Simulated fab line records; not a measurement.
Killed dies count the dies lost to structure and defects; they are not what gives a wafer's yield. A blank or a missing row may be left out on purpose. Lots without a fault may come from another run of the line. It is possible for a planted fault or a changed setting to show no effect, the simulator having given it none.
fab line records ; flow sky130
[record] lots = 7; wafers = 21; lastDay = 50
route steps=708 shown METAL3@555 PAD_OPEN@708
lots that met no fault: from a run of the same line without faults
startH: start of the lot's first displayed wafer, in hours after the record's first day ; waitH: time in hours since the lot's previous step ; " as in the row above ; L1.1+2: a row that stands for several wafers ; - no value, or no start given ; * or withheld: withheld ; < > ~ a bound
route shown NAME@n: names a module that has steps shown in the file, with the first one's number in the route ; usual: average and standard deviation across the fault-free wafers ; same: alike in all rows ; chamber/n: place in a boat ; sites: each site's reading ; _std_site: the standard deviation of these ; _edge_site: outer sites' mean less inner sites' ; radiusMm: for every site, how far away it sits from the centre of the wafer ; mask NAME#n: copy n ; behind: the last tool/chamber to shape the wafer ; hold: cause of the lot's hold/its duration in hours/its outcome ; device: which transistor (n, p or np) failed to switch ; end of line: tests of these same wafers at the route's end ; a step given without rows: its recipe and nothing more ; killed: at the first sort, the dies lost to defects and structure; wafer yield is something else ; map: a wafer's dies, marking killed ones x, the rest . and places with no die _
set.NAME: the setting that was run; set.NAME@STEP: the one run at that earlier step ; model.NAME: the simulator's own value behind a step, which no gauge read
lots at some steps of the route; a table a step, a row a wafer
services: from which hour (startH, from the record's first day; less than 0 if before it) a tool's chamber was out of use, for how many hours, and why
[[steps]]
[step SKY_METAL3_DEHYDRATE_05]
[recipe] tempC = 200; timeS = 60
[step SKY_METAL3_HMDS_06]
[recipe] primeTimeS = 60; primeTempC = 120
[step SKY_METAL3_COAT_07]
[recipe] resist = BARC; tempC = withheld; timeS = withheld; spinRpm = 3000; resistThkNm = 60
[step SKY_METAL3_COAT_08]
[recipe] resist = KrF-thick; spinRpm = 3000; resistThkNm = 1140
[step SKY_METAL3_SOFTBAKE_09]
[recipe] tempC = 100; timeS = 90; resist = KrF-thick
[step SKY_METAL3_EXPOSE_10]
[recipe] maskId = MM3; na = 0.68; sourceShape = annular; sigmaInner = 0.4; sigmaOuter = 0.8; targetCdNm = 300; doseMj = 28
[step SKY_METAL3_PEB_11]
[recipe] pebTempC = withheld; pebTimeS = withheld; resist = KrF-thick
[step SKY_METAL3_DEVELOP_12]
[recipe] developTimeS = 60; resist = KrF-thick; devTempC = 21
[step SKY_METAL3_CD_MEAS_13]
[recipe] targetCdNm = 300
[usual] cdNm = 300.1/1.4
lot.wafer;tool;chamber;startH;waitH;cdNm
L141.1;cdSem-02;-;947.19;-;302.6
L141.2;cdSem-02;-;947.19;-;302.3
L141.6;cdSem-02;-;947.19;-;301.9
L144.1;cdSem-02;-;969.39;-;303.2
L144.2;cdSem-02;-;969.39;-;300.8
L144.4;cdSem-02;-;969.39;-;301.1
L145.2;cdSem-02;-;980.06;-;300.1
L145.3;cdSem-02;-;980.06;-;300.5
L145.4;cdSem-02;-;980.06;-;299.9
L146.2;cdSem-01;-;985.16;-;299.8
L146.5;cdSem-01;-;985.16;-;298.5
L146.6;cdSem-01;-;985.16;-;298.2
L155.1;cdSem-02;-;1038.44;-;298.3
L155.2;cdSem-02;-;1038.44;-;298.4
L155.3;cdSem-02;-;1038.44;-;298.7
L157.1;cdSem-02;-;1051.99;-;303.1
L157.3;cdSem-02;-;1051.99;-;302.5
L157.6;cdSem-02;-;1051.99;-;302.5
L159.2;cdSem-02;-;1060.83;-;299.8
L159.3;cdSem-02;-;1060.83;-;300.8
L159.5;cdSem-02;-;1060.83;-;298.5
[step SKY_METAL3_OVL_MEAS_14]
[usual] METAL3_OVL = 0/5.7
lot.wafer;tool;chamber;startH;waitH;METAL3_OVL[nm]
L141.1;overlay-01;-;947.31;0.1;-11
L141.2;overlay-01;-;947.31;0.1;-11
L141.6;overlay-01;-;947.31;0.1;-15
L144.1;overlay-02;-;969.51;0.1;-10
L144.2;overlay-02;-;969.51;0.1;-7
L144.4;overlay-02;-;969.51;0.1;-13
L145.2;overlay-02;-;980.17;0.1;5
L145.3;overlay-02;-;980.17;0.1;4
L145.4;overlay-02;-;980.17;0.1;5
L146.2;overlay-01;-;985.27;0.1;4
L146.5;overlay-01;-;985.27;0.1;-6
L146.6;overlay-01;-;985.27;0.1;4
L155.1;overlay-01;-;1038.56;0.1;-3
L155.2;overlay-01;-;1038.56;0.1;-6
L155.3;overlay-01;-;1038.56;0.1;-4
L157.1;overlay-01;-;1052.11;0.1;2
L157.3;overlay-01;-;1052.11;0.1;2
L157.6;overlay-01;-;1052.11;0.1;-1
L159.2;overlay-01;-;1060.93;0.1;-1
L159.3;overlay-01;-;1060.93;0.1;-6
L159.5;overlay-01;-;1060.93;0.1;4
[step SKY_METAL3_DESCUM_15]
[recipe] chemistry = O2; sourcePowerW = 150; biasPowerW = 0; pressureMtorr = 10; tempC = 40; timeS = 8
[usual] drypumpMotorCurrentA = 5.9/0.48; oesProductAu = 1.008/0.0083; rfFwdPowerW = 147.4/0.72
lot.wafer;tool;chamber;startH;waitH;drypumpMotorCurrentA;oesProductAu;rfFwdPowerW;rfHoursCounterH
L141.1;rieMetal-01;1;947.35;0.0;6.6;1.001;146.1;10
L141.2;rieMetal-01;0;947.35;0.0;5.6;0.994;148.6;7
L141.6;rieMetal-01;0;947.35;0.0;5.6;0.998;148.4;-
L144.1;rieMetal-03;0;969.55;0.0;5.7;1.016;146.9;12
L144.2;rieMetal-03;1;969.55;0.0;6.5;1.002;148.1;1
L144.4;rieMetal-03;1;969.55;0.0;6.5;1.009;148.4;-
L145.2;rieMetal-03;0;980.20;0.0;5.6;1.014;147.1;12
L145.3;rieMetal-03;1;980.20;0.0;6.5;1.005;147.2;-
L145.4;rieMetal-03;0;980.20;0.0;5.6;1.013;147.4;-
L146.2;rieMetal-02;0;985.30;0.0;5.3;1.013;146.7;2
L146.5;rieMetal-02;0;985.30;0.0;5.3;1.015;146.6;-
L146.6;rieMetal-02;1;985.30;0.0;5.8;1.017;147.5;-
L155.1;rieMetal-03;0;1038.60;0.0;5.6;1.000;146.5;15
L155.2;rieMetal-03;1;1038.60;0.0;6.5;1.003;148.2;4
L155.3;rieMetal-03;1;1038.60;0.0;6.5;1.002;148.1;-
L157.1;rieMetal-03;1;1052.15;0.0;6.5;0.993;148.1;5
L157.3;rieMetal-03;0;1052.15;0.0;5.6;0.999;147.1;-
L157.6;rieMetal-03;0;1052.15;0.0;5.6;0.997;147.6;-
L159.2;rieMetal-01;0;1060.96;0.0;5.6;1.001;149.1;14
L159.3;rieMetal-01;1;1060.96;0.0;6.6;1.013;146.0;-
L159.5;rieMetal-01;1;1060.96;0.0;6.6;1.013;145.9;-
[step SKY_METAL3_ETCH_16]
[recipe] chemistry = N2/H2; target = BARC; ionEnergyEv = 200; biasW = 100; pressureMtorr = 30; n2FlowSccm = 100; h2FlowSccm = 200; icpW = 500; stopOn = SiO2; timeS = 88.2; targetDepthA = 600
[usual] biasW = 100.0/0.31; chamberPressureMTorr = 29.999/0.028; drypumpMotorCurrentA = 5.9/0.48; oesProductAu = 0.626/0.0047; rfFwdPowerW = 497.4/1.7; throttleValvePct = 13.205/0.0083
lot.wafer;tool;chamber;startH;waitH;biasW;chamberPressureMTorr;drypumpMotorCurrentA;oesProductAu;rfFwdPowerW;rfHoursCounterH;throttleValvePct
L141.1;rieMetal-01;1;947.38;0.0;99.9;30.016;6.6;0.621;493.0;10;13.188
L141.2;rieMetal-01;0;947.38;0.0;100.0;29.972;5.6;0.626;499.6;7;13.210
L141.6;rieMetal-01;0;947.38;0.0;99.9;30.053;5.6;0.626;499.5;-;13.217
L144.1;rieMetal-03;0;969.58;0.0;99.7;29.934;5.6;0.621;496.9;12;13.201
L144.2;rieMetal-03;1;969.58;0.0;99.6;30.028;6.5;0.626;497.0;1;13.217
L144.4;rieMetal-03;1;969.58;0.0;99.9;30.001;6.5;0.629;497.7;-;13.213
L145.2;rieMetal-03;0;980.23;0.0;99.7;29.983;5.6;0.626;496.6;12;13.214
L145.3;rieMetal-03;1;980.23;0.0;99.8;29.986;6.5;0.624;499.4;-;13.221
L145.4;rieMetal-03;0;980.23;0.0;99.6;30.004;5.6;0.626;495.8;-;13.198
L146.2;rieMetal-02;0;985.33;0.0;101.2;30.016;5.3;0.627;497.9;2;13.200
L146.5;rieMetal-02;0;985.33;0.0;100.8;29.949;5.3;0.623;496.4;-;13.206
L146.6;rieMetal-02;1;985.33;0.0;100.3;30.000;5.9;0.625;498.0;-;13.208
L155.1;rieMetal-03;0;1038.63;0.0;100.3;30.026;5.7;0.622;496.7;15;13.213
L155.2;rieMetal-03;1;1038.63;0.0;99.8;29.997;6.5;0.622;497.1;4;13.207
L155.3;rieMetal-03;1;1038.63;0.0;100.1;30.001;6.5;0.628;497.1;-;13.214
L157.1;rieMetal-03;1;1052.18;0.0;100.0;29.989;6.5;0.632;497.3;5;13.195
L157.3;rieMetal-03;0;1052.18;0.0;99.8;30.032;5.6;0.630;497.6;-;13.198
L157.6;rieMetal-03;0;1052.18;0.0;99.9;30.015;5.7;0.629;496.6;-;13.205
L159.2;rieMetal-01;0;1061.00;0.0;100.6;29.983;5.6;0.626;499.6;14;13.211
L159.3;rieMetal-01;1;1061.00;0.0;99.3;30.005;6.6;0.633;496.7;-;13.202
L159.5;rieMetal-01;1;1061.00;0.0;100.0;30.012;6.6;0.622;495.3;-;13.221
[step SKY_METAL3_ETCH_17]
[recipe] target = SiO2; stopOn = TiN; chemistry = C4F8/O2/Ar; sourceW = 1500; biasW = 1200; pressureMtorr = 40; c4f8FlowSccm = withheld; O2_flow_sccm = 6; Ar_flow_sccm = 300; timeS = 3.9; targetDepthA = 150
[usual] biasW = 1200/3.2; chamberPressureMTorr = 40.01/0.038; oesProductAu = 0.753/0.0063; rfFwdPowerW = 1469/7.8
lot.wafer;tool;chamber;startH;waitH;biasW;chamberPressureMTorr;oesProductAu;rfFwdPowerW;rfHoursCounterH
L141.1;rieDiel-02;1;947.48;0.1;1204;40.04;0.751;1472;7
L141.2;rieDiel-02;2;947.48;0.1;1205;40.08;0.753;1459;3
L141.6;rieDiel-02;1;947.48;0.1;1203;40.02;0.744;1473;-
L144.1;rieDiel-02;1;969.68;0.1;-;-;-;-;-
L144.2;rieDiel-02;2;969.68;0.1;-;-;-;-;-
L144.4;rieDiel-02;0;969.68;0.1;-;-;-;-;-
L145.2;rieDiel-03;3;980.33;0.1;-;-;-;-;-
L145.3;rieDiel-03;0;980.33;0.1;-;-;-;-;-
L145.4;rieDiel-03;1;980.33;0.1;-;-;-;-;-
L146.2;rieDiel-02;3;985.43;0.1;-;-;-;-;-
L146.5;rieDiel-02;2;985.43;0.1;-;-;-;-;-
L146.6;rieDiel-02;1;985.43;0.1;-;-;-;-;-
L155.1;rieDiel-02;3;1038.73;0.1;1205;39.99;0.744;1483;24
L155.2;rieDiel-02;2;1038.73;0.1;1208;40.03;0.756;1467;6
L155.3;rieDiel-02;0;1038.73;0.1;1199;39.99;0.754;1474;27
L157.1;rieDiel-02;3;1052.28;0.1;1204;40.02;0.745;1475;25
L157.3;rieDiel-02;2;1052.28;0.1;1199;39.95;0.758;1456;7
L157.6;rieDiel-02;2;1052.28;0.1;1201;40.01;0.751;1456;-
L159.2;rieDiel-03;0;1061.10;0.1;1195;39.99;0.750;1463;18
L159.3;rieDiel-03;1;1061.10;0.1;1198;40.04;0.743;1478;24
L159.5;rieDiel-03;3;1061.10;0.1;1201;40.06;0.751;1458;-
[step SKY_METAL3_METAL_ETCH_18]
[recipe] targetDepthA = 8450; stopOn = SiO2; overEtchFrac = 0.3; timeS = 183.1; chemistry = Cl2/BCl3; resistSidewallDeg = 88; pressureMtorr = 10; icpW = 900; biasW = 48.5; Cl2_flow_sccm = 60; bcl3FlowSccm = 30
[usual] bcl3FlowSccm = 30.02/0.093; biasW = 48.49/0.13; drypumpMotorCurrentA = 5.9/0.48; oesProductAu = 0.867/0.0057; rfFwdPowerW = 896.9/2.7; throttleValvePct = 22.264/0.0086
lot.wafer;tool;chamber;startH;waitH;bcl3FlowSccm;biasW;drypumpMotorCurrentA;oesProductAu;rfFwdPowerW;rfHoursCounterH;throttleValvePct
L141.1;rieMetal-03;0;947.50;0.0;29.88;48.62;5.7;0.860;897.3;11;22.246
L141.2;rieMetal-03;1;947.50;0.0;29.80;48.78;6.6;0.872;903.1;0;22.265
L141.6;rieMetal-03;0;947.50;0.0;30.07;48.55;5.7;0.864;897.0;-;22.264
L144.1;rieMetal-02;0;969.70;0.0;30.12;48.20;5.3;0.873;892.4;1;22.268
L144.2;rieMetal-02;1;969.70;0.0;29.86;48.45;5.8;0.867;894.9;20;22.273
L144.4;rieMetal-02;1;969.70;0.0;29.94;48.53;5.8;0.885;897.0;-;22.266
L145.2;rieMetal-01;1;980.35;0.0;29.91;48.48;6.6;0.863;895.8;12;22.258
L145.3;rieMetal-01;1;980.35;0.0;30.10;48.25;6.7;0.862;893.6;-;22.275
L145.4;rieMetal-01;0;980.35;0.0;30.15;48.44;5.6;0.866;897.0;-;22.271
L146.2;rieMetal-03;1;985.45;0.0;30.06;48.61;6.5;0.868;897.8;1;22.282
L146.5;rieMetal-03;1;985.45;0.0;30.16;48.32;6.5;0.873;901.4;-;22.265
L146.6;rieMetal-03;0;985.45;0.0;29.93;48.46;5.6;0.863;897.0;-;22.257
L155.1;rieMetal-01;1;1038.75;0.0;29.97;48.50;6.6;0.869;895.0;16;22.268
L155.2;rieMetal-01;0;1038.75;0.0;30.04;48.39;5.6;0.871;897.6;12;22.260
L155.3;rieMetal-01;0;1038.75;0.0;30.00;48.39;5.6;0.863;898.5;-;22.267
L157.1;rieMetal-01;1;1052.30;0.0;30.00;48.37;6.7;0.882;899.9;16;22.268
L157.3;rieMetal-01;0;1052.30;0.0;29.89;48.47;5.6;0.865;897.5;-;22.269
L157.6;rieMetal-01;1;1052.30;0.0;30.14;48.10;6.6;0.869;892.0;-;22.256
L159.2;rieMetal-02;0;1061.11;0.0;30.02;48.57;5.3;0.856;900.9;9;22.256
L159.3;rieMetal-02;0;1061.11;0.0;29.90;48.78;5.3;0.863;895.4;-;22.256
L159.5;rieMetal-02;0;1061.11;0.0;29.88;48.77;5.3;0.862;897.3;-;22.255
[step SKY_PAD_OPEN_PROBE_99]
[usual] defectLimitedYield = 82.3/2.1; killed_at_M0_to_M3 = 45/6.9; killed_at_M4_up = 3.1/1.7; killedAtContacts = 24/5.7; killedAtFrontEnd = 15/4.6; killedAtOther = 0.3/0.57; killedDies = 87/10; killedOnRim = 17/3.9; killedOpen = 48/7.4; killedShort = 39/6.7; sort_bin_3_pad_short = 0.9/0.41; sort_bin_5_function = 10.4/1.5; sort_bin_6_memory = 6.4/1.1; sortNPass = 405/10; sortYieldPct = 82.3/2.1
[same] grossDies = 492; killedAtBackSide = 0; sort_bin_4_leakage[%] = 0; sort_bin_8_speed[%] = 0
lot.wafer;tool;chamber;startH;waitH;defectLimitedYield[%];killed_at_M0_to_M3;killed_at_M4_up;killedAtContacts;killedAtFrontEnd;killedAtOther;killedDies;killedOnRim;killedOpen;killedShort;sort_bin_3_pad_short[%];sort_bin_5_function[%];sort_bin_6_memory[%];sortNPass;sortYieldPct[%]
L141.1;prober-01;-;1115.36;0.1;78.3;57;2;33;15;0;107;21;60;47;0.2;12.2;9.3;385;78.3
L141.2;prober-01;-;1115.41;0.1;84.1;38;3;25;12;0;78;7;48;30;1.0;8.9;5.9;414;84.1
L141.6;prober-01;-;1115.61;0.2;82.1;38;3;26;21;0;88;19;47;41;0.6;10.4;6.9;404;82.1
L144.1;prober-01;-;1134.07;0.1;0;441;5;25;21;0;492;96;52;43;1.6;93.1;5.3;0;0
L144.2;prober-01;-;1134.12;0.1;0;436;5;32;18;1;492;96;61;37;1.4;90.0;8.5;0;0
L144.4;prober-01;-;1134.22;0.2;0;442;3;30;17;0;492;96;55;38;1.2;90.7;8.1;0;0
L145.2;prober-02;-;1139.90;0.1;0;455;2;17;18;0;492;96;40;28;0.4;93.1;6.5;0;0
L145.3;prober-02;-;1139.95;0.2;0;446;3;28;15;0;492;96;55;35;0.8;91.5;7.7;0;0
L145.4;prober-02;-;1140.00;0.2;0;455;3;23;10;1;492;96;43;31;0.6;95.1;4.3;0;0
L146.2;prober-01;-;1144.97;0.1;0;461;0;23;8;0;492;96;39;34;0.6;93.9;5.5;0;0
L146.5;prober-01;-;1145.12;0.2;0;453;2;25;12;0;492;96;45;37;0.4;93.3;6.3;0;0
L146.6;prober-01;-;1145.17;0.2;0;447;5;23;17;0;492;96;49;34;1.2;92.9;5.9;0;0
L155.1;prober-02;-;1187.07;0.1;81.1;43;1;33;16;0;93;15;50;43;1.2;10.6;7.1;399;81.1
L155.2;prober-02;-;1187.12;0.1;80.7;58;1;21;15;0;95;17;53;42;0.4;11.8;7.1;397;80.7
L155.3;prober-02;-;1187.17;0.2;83.7;47;2;22;9;0;80;12;43;37;1.0;10.6;4.7;412;83.7
L157.1;prober-02;-;1196.02;0.1;82.3;50;3;24;10;0;87;17;49;38;1.0;11.4;5.3;405;82.3
L157.3;prober-02;-;1196.12;0.2;81.3;49;3;23;17;0;92;22;57;34;0.4;12.6;5.7;400;81.3
L157.6;prober-02;-;1196.27;0.2;83.7;52;3;8;17;0;80;15;38;42;1.2;8.3;6.7;412;83.7
L159.2;prober-02;-;1201.81;0.1;79.9;53;1;22;23;0;99;20;53;46;1.0;12.2;6.9;393;79.9
L159.3;prober-02;-;1201.86;0.2;82.5;42;1;31;12;0;86;22;58;28;0.8;10.2;6.5;406;82.5
L159.5;prober-02;-;1201.96;0.2;84.3;47;1;21;7;1;77;18;45;32;0.6;10.4;4.7;415;84.3
// killed by level:class
L141.1 VIA1:geometricParticle:open=17 CONTACT:geometricParticle:open=10 LI_CONTACT:geometricParticle:open=10 VIA3:geometricParticle:open=7 VIA2:geometricParticle:short=6 METAL1:geometricParticle:short=6 LI_CONTACT:geometricParticle:short=5 LOCAL_INTERCONNECT:geometricParticle:short=5
L141.2 CONTACT:geometricParticle:open=9 VIA1:geometricParticle:open=8 VIA1:geometricParticle:short=6 LI_CONTACT:geometricParticle:open=5 VIA3:geometricParticle:open=5 METAL1:geometricParticle:short=4 VIA2:geometricParticle:open=4 FIELD_ISO:geometricParticle:open=3
L141.6 CONTACT:geometricParticle:short=9 VIA1:geometricParticle:open=8 VIA3:geometricParticle:open=8 LI_CONTACT:geometricParticle:open=6 POLY_GATE:geometricParticle:short=5 SPACER:geometricParticle:open=5 CONTACT:geometricParticle:open=5 VIA1:geometricParticle:short=5
L144.1 METAL3:areaEtch=397 VIA1:geometricParticle:open=13 CONTACT:geometricParticle:open=9 LI_CONTACT:geometricParticle:open=8 FIELD_ISO:geometricParticle:open=7 VIA2:geometricParticle:short=6 METAL2:geometricParticle:short=5 FIELD_ISO:geometricParticle:short=5
L144.2 METAL3:areaEtch=394 VIA1:geometricParticle:open=17 CONTACT:geometricParticle:open=12 FIELD_ISO:geometricParticle:open=7 VIA2:geometricParticle:open=7 LOCAL_INTERCONNECT:geometricParticle:short=6 CONTACT:geometricParticle:short=6 LI_CONTACT:geometricParticle:open=5
L144.4 METAL3:areaEtch=399 VIA1:geometricParticle:open=17 CONTACT:geometricParticle:open=10 LI_CONTACT:geometricParticle:open=9 VIA1:geometricParticle:short=7 VIA3:geometricParticle:open=6 POLY_GATE:geometricParticle:short=5 FIELD_ISO:geometricParticle:short=4
L145.2 METAL3:areaEtch=424 VIA1:geometricParticle:open=8 CONTACT:geometricParticle:open=7 FIELD_ISO:geometricParticle:open=6 VIA3:geometricParticle:open=6 FIELD_ISO:geometricParticle:short=5 POLY_GATE:geometricParticle:short=5 METAL1:geometricParticle:short=5
L145.3 METAL3:areaEtch=402 LI_CONTACT:geometricParticle:open=11 CONTACT:geometricParticle:open=10 METAL1:geometricParticle:short=9 VIA1:geometricParticle:open=9 POLY_GATE:geometricParticle:open=4 VIA3:geometricParticle:open=4 VIA1:geometricParticle:short=4
L145.4 METAL3:areaEtch=418 CONTACT:geometricParticle:open=14 METAL1:geometricParticle:short=7 VIA2:geometricParticle:open=6 VIA1:geometricParticle:open=5 VIA3:geometricParticle:open=4 FIELD_ISO:geometricParticle:open=3 POLY_GATE:geometricParticle:short=3
L146.2 METAL3:areaEtch=419 METAL2:geometricParticle:short=12 VIA1:geometricParticle:open=11 CONTACT:geometricParticle:open=10 LI_CONTACT:geometricParticle:open=5 VIA3:geometricParticle:open=5 LOCAL_INTERCONNECT:geometricParticle:short=4 FIELD_ISO:geometricParticle:open=3
L146.5 METAL3:areaEtch=410 CONTACT:geometricParticle:open=13 VIA1:geometricParticle:open=7 METAL2:geometricParticle:short=7 LI_CONTACT:geometricParticle:open=5 LOCAL_INTERCONNECT:geometricParticle:short=5 VIA1:geometricParticle:short=5 METAL3:geometricParticle:short=5
L146.6 METAL3:areaEtch=409 VIA1:geometricParticle:open=12 CONTACT:geometricParticle:open=10 LI_CONTACT:geometricParticle:open=6 SPACER:geometricParticle:short=5 VIA1:geometricParticle:short=5 VIA3:geometricParticle:open=5 METAL4:geometricParticle:short=5
L155.1 LI_CONTACT:geometricParticle:open=11 CONTACT:geometricParticle:open=10 VIA1:geometricParticle:open=9 METAL2:geometricParticle:short=9 CONTACT:geometricParticle:short=6 METAL1:geometricParticle:short=5 FIELD_ISO:geometricParticle:short=4 POLY_GATE:geometricParticle:short=4
L155.2 VIA2:geometricParticle:open=11 VIA1:geometricParticle:short=9 VIA1:geometricParticle:open=9 CONTACT:geometricParticle:open=8 VIA2:geometricParticle:short=8 FIELD_ISO:geometricParticle:open=6 LI_CONTACT:geometricParticle:open=6 VIA3:geometricParticle:open=6
L155.3 VIA1:geometricParticle:open=11 CONTACT:geometricParticle:open=11 VIA2:geometricParticle:open=9 VIA1:geometricParticle:short=6 METAL1:geometricParticle:short=5 METAL2:geometricParticle:short=5 LI_CONTACT:geometricParticle:open=4 VIA3:geometricParticle:open=4
L157.1 LI_CONTACT:geometricParticle:open=10 METAL2:geometricParticle:short=10 VIA3:geometricParticle:open=8 CONTACT:geometricParticle:open=7 VIA1:geometricParticle:open=7 METAL1:geometricParticle:short=6 VIA2:geometricParticle:open=6 VIA1:geometricParticle:short=5
L157.3 VIA1:geometricParticle:open=13 VIA2:geometricParticle:open=10 LI_CONTACT:geometricParticle:open=8 CONTACT:geometricParticle:open=8 FIELD_ISO:geometricParticle:open=7 VIA3:geometricParticle:open=6 METAL1:geometricParticle:short=5 POLY_GATE:geometricParticle:short=4
L157.6 VIA1:geometricParticle:open=13 METAL2:geometricParticle:short=7 SPACER:geometricParticle:short=6 VIA3:geometricParticle:open=6 METAL1:geometricParticle:short=5 VIA3:geometricParticle:short=4 METAL3:geometricParticle:short=4 POLY_GATE:geometricParticle:short=3
L159.2 CONTACT:geometricParticle:open=12 METAL1:geometricParticle:short=11 VIA3:geometricParticle:open=9 VIA1:geometricParticle:open=8 VIA2:geometricParticle:open=7 FIELD_ISO:geometricParticle:short=6 FIELD_ISO:geometricParticle:open=6 VIA1:geometricParticle:short=4
L159.3 VIA1:geometricParticle:open=14 LI_CONTACT:geometricParticle:open=11 CONTACT:geometricParticle:open=10 FIELD_ISO:geometricParticle:open=6 VIA2:geometricParticle:open=6 VIA1:geometricParticle:short=6 VIA3:geometricParticle:open=6 CONTACT:geometricParticle:short=5
L159.5 VIA1:geometricParticle:open=15 LI_CONTACT:geometricParticle:open=7 VIA2:geometricParticle:open=6 CONTACT:geometricParticle:open=5 LI_CONTACT:geometricParticle:short=5 METAL2:geometricParticle:short=5 VIA3:geometricParticle:open=4 CONTACT:geometricParticle:short=3
// map L144.1 (x killed, . not)
__________xxxxxxxxxx_________
________xxxxxxxxxxxxxx_______
______xxxxxxxxxxxxxxxxxx_____
_____xxxxxxxxxxxxxxxxxxxx____
____xxxxxxxxxxxxxxxxxxxxxx___
___xxxxxxxxxxxxxxxxxxxxxxxx__
__xxxxxxxxxxxxxxxxxxxxxxxxxx_
_xxxxxxxxxxxxxxxxxxxxxxxxxxxx
_xxxxxxxxxxxxxxxxxxxxxxxxxxxx
_xxxxxxxxxxxxxxxxxxxxxxxxxxxx
_xxxxxxxxxxxxxxxxxxxxxxxxxxxx
_xxxxxxxxxxxxxxxxxxxxxxxxxxxx
_xxxxxxxxxxxxxxxxxxxxxxxxxxxx
_xxxxxxxxxxxxxxxxxxxxxxxxxxxx
_xxxxxxxxxxxxxxxxxxxxxxxxxxxx
__xxxxxxxxxxxxxxxxxxxxxxxxxx_
___xxxxxxxxxxxxxxxxxxxxxxxx__
____xxxxxxxxxxxxxxxxxxxxxx___
_____xxxxxxxxxxxxxxxxxxxx____
______xxxxxxxxxxxxxxxxxx_____
________xxxxxxxxxxxxxx_______
__________xxxxxxxxxx_________
// map L145.2 (x killed, . not)
__________xxxxxxxxxx_________
________xxxxxxxxxxxxxx_______
______xxxxxxxxxxxxxxxxxx_____
_____xxxxxxxxxxxxxxxxxxxx____
____xxxxxxxxxxxxxxxxxxxxxx___
___xxxxxxxxxxxxxxxxxxxxxxxx__
__xxxxxxxxxxxxxxxxxxxxxxxxxx_
_xxxxxxxxxxxxxxxxxxxxxxxxxxxx
_xxxxxxxxxxxxxxxxxxxxxxxxxxxx
_xxxxxxxxxxxxxxxxxxxxxxxxxxxx
_xxxxxxxxxxxxxxxxxxxxxxxxxxxx
_xxxxxxxxxxxxxxxxxxxxxxxxxxxx
_xxxxxxxxxxxxxxxxxxxxxxxxxxxx
_xxxxxxxxxxxxxxxxxxxxxxxxxxxx
_xxxxxxxxxxxxxxxxxxxxxxxxxxxx
__xxxxxxxxxxxxxxxxxxxxxxxxxx_
___xxxxxxxxxxxxxxxxxxxxxxxx__
____xxxxxxxxxxxxxxxxxxxxxx___
_____xxxxxxxxxxxxxxxxxxxx____
______xxxxxxxxxxxxxxxxxx_____
________xxxxxxxxxxxxxx_______
__________xxxxxxxxxx_________
[[services]]
tool;chamber;startH;hours;kind
rieMetal-03;1;926.57;-;clean
rieMetal-03;1;926.57;20.3;scheduledDown
rieMetal-03;1;926.57;20.3;ventCycle
rieDiel-02;1;929.42;10.0;repair
rieMetal-01;-;931.16;4.3;pm
rieDiel-02;0;981.71;9.3;repair
rieMetal-02;1;1020.23;7.6;repair
rieMetal-02;1;1027.87;-;clean
rieMetal-02;1;1027.87;26.8;scheduledDown
rieMetal-02;1;1027.87;26.8;ventCycle
rieDiel-03;-;1028.48;14.6;pm
[[key]]
[firstSign] step = SKY_METAL3_ETCH_17; reading = toolRecord; direction = missing
[effect] step = SKY_PAD_OPEN_PROBE_99; reading = killed_at_M0_to_M3; direction = up; sigmas = 59; usual = 45; struck = 448
[moreKillsBornAt] SKY_METAL3_ETCH_17@rieDiel-02 = 2427; SKY_METAL3_ETCH_17@rieDiel-03 = 1242
metAt SKY_METAL3_ETCH_17
struckWafers L144.1,L144.2,L144.4,L145.2,L145.3,L145.4,L146.2,L146.5,L146.6
laterRowsLeftOut L144.1,L144.2,L144.4,L145.2,L145.3,L145.4,L146.2,L146.5,L146.6
onsetBetween 947.48 969.68
[fault] kind = skippedStepWhole; tool = rieDiel-02,rieDiel-03; chamber = -; onsetH = 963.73; steps = SKY_METAL3_ETCH_17; scope = struckLotsOnly
// laterRowsLeftOut: the simulator's readings of these wafers behind a module that went badly wrong aren't trusted and aren't shown, but for the sort
